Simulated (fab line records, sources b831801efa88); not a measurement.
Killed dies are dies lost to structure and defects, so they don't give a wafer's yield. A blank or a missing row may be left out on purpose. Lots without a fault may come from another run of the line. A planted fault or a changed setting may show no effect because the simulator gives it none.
Tool commonality check | flow sky130 | 12 lots, 36 wafers sampled

WHY IT WAS OPENED
At SKY_POLY_GATE_THK_MEAS_21 the reading POLY_GATE_OXIDATION_THK is flagged on 2 of 12 lots. Wafers without a fault read 3.98 nm, standard deviation 0.09.
Rule: a lot is flagged when every wafer of it that has a number lies more than 4 standard deviations from that mean, or none has a number. The other lots count as sound.

lot  | measured     | on            | POLY_GATE_OXIDATION_THK (nm), wafer by wafer | flag
L149 | day 16 07:53 | film_metro-03 | 4.05 4.15 4.08                               |
L155 | day 18 12:59 | film_metro-03 | 3.39 3.32 3.30                               | FLAGGED
L156 | day 18 23:19 | film_metro-02 | 3.29 3.38 3.35                               | FLAGGED
L164 | day 22 05:20 | film_metro-03 | 4.10 4.19 4.11                               |
L165 | day 22 07:20 | film_metro-04 | 4.13 4.09 4.11                               |
L166 | day 22 19:16 | film_metro-03 | 3.98 3.91 3.89                               |
L167 | day 23 03:05 | film_metro-02 | 4.08 4.05 4.06                               |
L168 | day 23 07:29 | film_metro-03 | 4.07 4.10 4.02                               |
L169 | day 23 11:13 | film_metro-02 | 4.04 4.00 4.12                               |
L170 | day 24 01:45 | film_metro-04 | 3.94 3.99 3.95                               |
L171 | day 24 10:02 | film_metro-02 | 3.89 3.97 3.95                               |
L172 | day 24 21:10 | film_metro-03 | 4.08 4.09 4.15                               |
The numbers of the flagged lots are 3.34 nm on average: -0.64 nm against the usual, or -7 standard deviations.

WHICH TOOL RAN EACH LOT
The record holds 2 process steps before the reading, out of a route of 708 steps. In each cell: the tool, then ch and the chambers that the sampled wafers went through, then the start.
lot  | flag    | SKY_POLY_GATE_ETCH_15              | SKY_POLY_GATE_OXIDATION_20
L149 |         | rie_diel-04 ch 0,3, day 16 05:32   | furnace-02 ch 0, day 16 06:38
L155 | FLAGGED | rie_diel-01 ch 2,3, day 18 11:11   | furnace-02 ch 0, day 18 11:44
L156 | FLAGGED | rie_diel-03 ch 0,1,3, day 18 21:14 | furnace-02 ch 0, day 18 22:04
L164 |         | rie_diel-03 ch 1,2, day 22 03:41   | furnace-01 ch 0, day 22 04:05
L165 |         | rie_diel-04 ch 0,1,2, day 22 05:41 | furnace-01 ch 0, day 22 06:04
L166 |         | rie_diel-04 ch 0,1, day 22 17:35   | furnace-02 ch 0, day 22 17:59
L167 |         | rie_diel-03 ch 0,1,2, day 23 01:26 | furnace-02 ch 0, day 23 01:50
L168 |         | rie_diel-03 ch 0,1,3, day 23 05:50 | furnace-01 ch 0, day 23 06:14
L169 |         | rie_diel-03 ch 0,1,2, day 23 09:35 | furnace-01 ch 0, day 23 09:58
L170 |         | rie_diel-03 ch 0,1,2, day 24 00:05 | furnace-02 ch 0, day 24 00:29
L171 |         | rie_diel-03 ch 0,3, day 24 07:38   | furnace-01 ch 0, day 24 08:46
L172 |         | rie_diel-04 ch 0,2,3, day 24 18:35 | furnace-01 ch 0, day 24 19:54
What these steps do:
- SKY_POLY_GATE_ETCH_15: etches BARC in N2/H2, stops on SiO2, time 118.5 s, target depth 110 nm.
- SKY_POLY_GATE_OXIDATION_20: stabilise 600 s, purge 300 s, target thk 4 nm.
- SKY_POLY_GATE_THK_MEAS_21

FLAGGED OVER TOTAL, TOOL BY TOOL (the gauges that took the reading come last)
step                       | tool          | lots run | flagged | share of the flagged lots | sound lots run after its first flagged lot
SKY_POLY_GATE_ETCH_15      | rie_diel-01   | 1        | 1       | some                      | 0
SKY_POLY_GATE_ETCH_15      | rie_diel-03   | 7        | 1       | some                      | 6 (L164,L167,L168,L169,L170,L171)
SKY_POLY_GATE_ETCH_15      | rie_diel-04   | 4        | 0       | none                      | -
SKY_POLY_GATE_OXIDATION_20 | furnace-01    | 6        | 0       | none                      | -
SKY_POLY_GATE_OXIDATION_20 | furnace-02    | 6        | 2       | all                       | 3 (L166,L167,L170)
SKY_POLY_GATE_THK_MEAS_21  | film_metro-02 | 4        | 1       | some                      | 3 (L167,L169,L171)
SKY_POLY_GATE_THK_MEAS_21  | film_metro-03 | 6        | 1       | some                      | 4 (L164,L166,L168,L172)
SKY_POLY_GATE_THK_MEAS_21  | film_metro-04 | 2        | 0       | none                      | -

WHAT THE TABLE ALLOWS
1 row of the table ran every flagged lot: furnace-02 at SKY_POLY_GATE_OXIDATION_20.
- furnace-02 at SKY_POLY_GATE_OXIDATION_20: 2 of its 6 lots flagged. Sound lots ran on it after the first flagged one (L166, L167, L170), which a lasting fault on the whole tool wouldn't allow.
No row of the table ran every flagged lot and no sound lot after the first.

WHAT THE SIMULATOR HAD PUT IN
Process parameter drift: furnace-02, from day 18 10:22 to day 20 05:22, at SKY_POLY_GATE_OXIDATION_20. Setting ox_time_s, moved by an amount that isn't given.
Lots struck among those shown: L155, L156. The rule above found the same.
